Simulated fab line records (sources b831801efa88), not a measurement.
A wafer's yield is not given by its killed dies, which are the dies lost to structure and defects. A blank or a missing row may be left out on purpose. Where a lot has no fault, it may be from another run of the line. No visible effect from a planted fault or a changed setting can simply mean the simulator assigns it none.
Which tool did it?	flow gf180mcu	6 lots, 18 wafers sampled, at 1 step of a route of 602

== WHAT THE GAUGES SHOWED, per wafer ==
GF_HV_LDD_OVL_MEAS_08.
lot	measured	on	HV_LDD_OVL (nm)
L124	day 10 02:17	overlay-01	0.4 -0.6 -1.3
L126	day 11 07:32	overlay-02	-0.2 0.3 0.4
L129	day 12 09:41	overlay-01	-1.5 -0.1 -2.1
L133	day 13 12:29	overlay-01	-0.7 -0.2 -1.1
L135	day 13 22:16	overlay-02	-1.2 -2.8 -2.4
L142	day 15 20:29	overlay-01	-1.3 -1.7 -1.2

== WHAT TOOL EACH LOT RAN ON (gives the tool, then ch and the chambers of the sampled wafers, and finally the start) ==
Before these readings, the record contains no process step.

== THE ANSWER, worked out from the rows above alone ==
Rule: the lots themselves supply what counts as usual. The widest of any qualifying gaps counts: lots, ordered by their means at a reading, are off when they make up no more than a third of the lots, leave a main group of 4 or more, and stand apart from it by 3 or more times the standard deviation of that group's means. The tables above print the reading to a certain number of digits; a main group whose means all agree to those digits is not used. Also off: a lot with no number at a reading for which 4 or more lots have one. All remaining lots with rows at the step are treated as sound.
Nothing can be told from this: no lot is off at any reading shown.

== WHAT THE SIMULATOR HAD PUT IN ==
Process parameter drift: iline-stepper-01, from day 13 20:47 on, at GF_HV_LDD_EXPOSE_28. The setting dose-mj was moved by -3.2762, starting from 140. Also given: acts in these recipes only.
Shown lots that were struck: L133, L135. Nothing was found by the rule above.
